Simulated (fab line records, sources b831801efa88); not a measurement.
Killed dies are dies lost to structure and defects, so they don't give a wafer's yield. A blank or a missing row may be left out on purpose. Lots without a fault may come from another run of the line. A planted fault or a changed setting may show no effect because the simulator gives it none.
Tool commonality check | flow gf180mcu | 12 lots, 42 wafers sampled

WHY IT WAS OPENED
At GF_TOP_METAL_OVL_MEAS_15 the reading TOP_METAL_OVL is flagged on 2 of 12 lots. Wafers without a fault read -0.4 nm, standard deviation 1.4.
Rule: a lot is flagged when every wafer of it that has a number lies more than 4 standard deviations from that mean, or none has a number. The other lots count as sound.

lot  | measured     | on         | TOP_METAL_OVL (nm), wafer by wafer  | flag
L613 | day 27 20:56 | overlay-01 | 0.2 1.0 -0.8                        |
L616 | day 29 01:23 | overlay-01 | -1.3 -2.6 -2.9                      |
L617 | day 29 09:17 | overlay-02 | -0.6 0.0 0.8                        |
L619 | day 29 21:26 | overlay-02 | 0.4 -2.2 -2.0                       |
L622 | day 30 19:47 | overlay-01 | 1.2 0.5 0.8                         |
L623 | day 31 09:44 | overlay-02 | -0.3 1.5 -0.7                       |
L624 | day 31 13:50 | overlay-02 | 1.3 2.7 1.2                         |
L625 | day 31 15:11 | overlay-02 | -1.3 0.3 -1.2                       |
L628 | day 32 12:44 | overlay-01 | 1.1 2.7 -0.7                        |
L631 | day 33 00:11 | overlay-02 | 127.7 128.4 128.6 127.5 128.0 129.0 | FLAGGED
L635 | day 34 00:09 | overlay-01 | -1.3 -3.5 -1.9                      |
L636 | day 34 02:52 | overlay-01 | 126.8 126.4 126.3 126.5 126.8 126.2 | FLAGGED
The numbers of the flagged lots are 127.3 nm on average: +127.8 nm against the usual, or +91 standard deviations.

WHICH TOOL RAN EACH LOT
The record holds 4 process steps before the reading, out of a route of 602 steps. In each cell: the tool, then ch and the chambers that the sampled wafers went through, then the start.
lot  | flag    | GF_M4_STRIP_17                       | GF_V4_SPUTTER_22             | GF_TOP_METAL_SPUTTER_00      | GF_TOP_METAL_EXPOSE_11
L613 |         | plasma_asher-02 ch 0,1, day 23 05:41 | pvd_sputter-01, day 24 06:05 | pvd_sputter-02, day 27 00:56 | iline_stepper-01 ch 0, day 27 11:22
L616 |         | plasma_asher-03 ch 0,1, day 24 13:40 | pvd_sputter-04, day 25 12:53 | pvd_sputter-04, day 28 05:35 | iline_stepper-01 ch 0, day 28 15:41
L617 |         | plasma_asher-03 ch 0,1, day 24 22:34 | pvd_sputter-02, day 25 21:16 | pvd_sputter-02, day 28 13:51 | iline_stepper-02 ch 0, day 29 00:05
L619 |         | plasma_asher-03 ch 0,1, day 25 10:20 | pvd_sputter-04, day 26 09:19 | pvd_sputter-03, day 29 02:09 | iline_stepper-02 ch 0, day 29 11:59
L622 |         | plasma_asher-01 ch 1, day 26 13:27   | pvd_sputter-01, day 27 11:26 | pvd_sputter-03, day 30 01:49 | iline_stepper-01 ch 0, day 30 10:59
L623 |         | plasma_asher-01 ch 0,1, day 26 21:54 | pvd_sputter-02, day 27 20:01 | pvd_sputter-02, day 30 10:05 | iline_stepper-02 ch 0, day 31 00:59
L624 |         | plasma_asher-02 ch 0,1, day 27 08:39 | pvd_sputter-02, day 28 06:40 | pvd_sputter-02, day 30 19:40 | iline_stepper-01 ch 0, day 31 04:49
L625 |         | plasma_asher-02 ch 0,1, day 27 11:53 | pvd_sputter-04, day 28 09:59 | pvd_sputter-03, day 30 21:35 | iline_stepper-01 ch 0, day 31 06:31
L628 |         | plasma_asher-03 ch 0,1, day 28 10:56 | pvd_sputter-01, day 29 08:16 | pvd_sputter-04, day 31 19:51 | iline_stepper-01 ch 0, day 32 04:28
L631 | FLAGGED | plasma_asher-03 ch 0,1, day 29 01:15 | pvd_sputter-04, day 29 22:37 | pvd_sputter-03, day 32 08:04 | iline_stepper-01 ch 0, day 32 16:29
L635 |         | plasma_asher-03 ch 0,1, day 30 05:29 | pvd_sputter-01, day 31 01:05 | pvd_sputter-04, day 33 08:32 | iline_stepper-02 ch 0, day 33 16:39
L636 | FLAGGED | plasma_asher-03 ch 0,1, day 30 10:32 | pvd_sputter-01, day 31 06:16 | pvd_sputter-02, day 33 11:11 | iline_stepper-01 ch 0, day 33 19:40
What these steps do:
- GF_M4_STRIP_17: strips in O2/N2.
- GF_V4_SPUTTER_22: material TiN, target thk 10 nm, time 40 s.
- GF_TOP_METAL_SPUTTER_00: material Ti, target thk 37.5 nm, time 150 s.
- GF_TOP_METAL_EXPOSE_11: exposes mask MetalTop, target cd 440 nm.
- GF_TOP_METAL_OVL_MEAS_15

FLAGGED OVER TOTAL, TOOL BY TOOL (the gauges that took the reading come last)
step                     | tool             | lots run | flagged | share of the flagged lots | sound lots run after its first flagged lot
GF_M4_STRIP_17           | plasma_asher-01  | 2        | 0       | none                      | -
GF_M4_STRIP_17           | plasma_asher-02  | 3        | 0       | none                      | -
GF_M4_STRIP_17           | plasma_asher-03  | 7        | 2       | all                       | 1 (L635)
GF_V4_SPUTTER_22         | pvd_sputter-01   | 5        | 1       | some                      | 0
GF_V4_SPUTTER_22         | pvd_sputter-02   | 3        | 0       | none                      | -
GF_V4_SPUTTER_22         | pvd_sputter-04   | 4        | 1       | some                      | 0
GF_TOP_METAL_SPUTTER_00  | pvd_sputter-02   | 5        | 1       | some                      | 0
GF_TOP_METAL_SPUTTER_00  | pvd_sputter-03   | 4        | 1       | some                      | 0
GF_TOP_METAL_SPUTTER_00  | pvd_sputter-04   | 3        | 0       | none                      | -
GF_TOP_METAL_EXPOSE_11   | iline_stepper-01 | 8        | 2       | all                       | 0
GF_TOP_METAL_EXPOSE_11   | iline_stepper-02 | 4        | 0       | none                      | -
GF_TOP_METAL_OVL_MEAS_15 | overlay-01       | 6        | 1       | some                      | 0
GF_TOP_METAL_OVL_MEAS_15 | overlay-02       | 6        | 1       | some                      | 0

WHAT THE TABLE ALLOWS
2 rows of the table ran every flagged lot: plasma_asher-03 at GF_M4_STRIP_17, iline_stepper-01 at GF_TOP_METAL_EXPOSE_11.
- plasma_asher-03 at GF_M4_STRIP_17: 2 of its 7 lots flagged. Sound lots ran on it after the first flagged one (L635), which a lasting fault on the whole tool wouldn't allow.
- iline_stepper-01 at GF_TOP_METAL_EXPOSE_11: 2 of its 8 lots flagged. Its last sound lot is L628 (day 32 04:28), its first flagged lot L631 (day 32 16:29): a fault that began between those two fits.
One tool is left: iline_stepper-01 at GF_TOP_METAL_EXPOSE_11.

WHAT THE SIMULATOR HAD PUT IN
Scanner matching overlay: iline_stepper-01, from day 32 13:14 on, at GF_TOP_METAL_EXPOSE_11. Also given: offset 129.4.
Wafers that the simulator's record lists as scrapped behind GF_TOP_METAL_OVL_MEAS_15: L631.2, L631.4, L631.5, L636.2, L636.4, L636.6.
Lots struck among those shown: L631, L636. The rule above found the same.
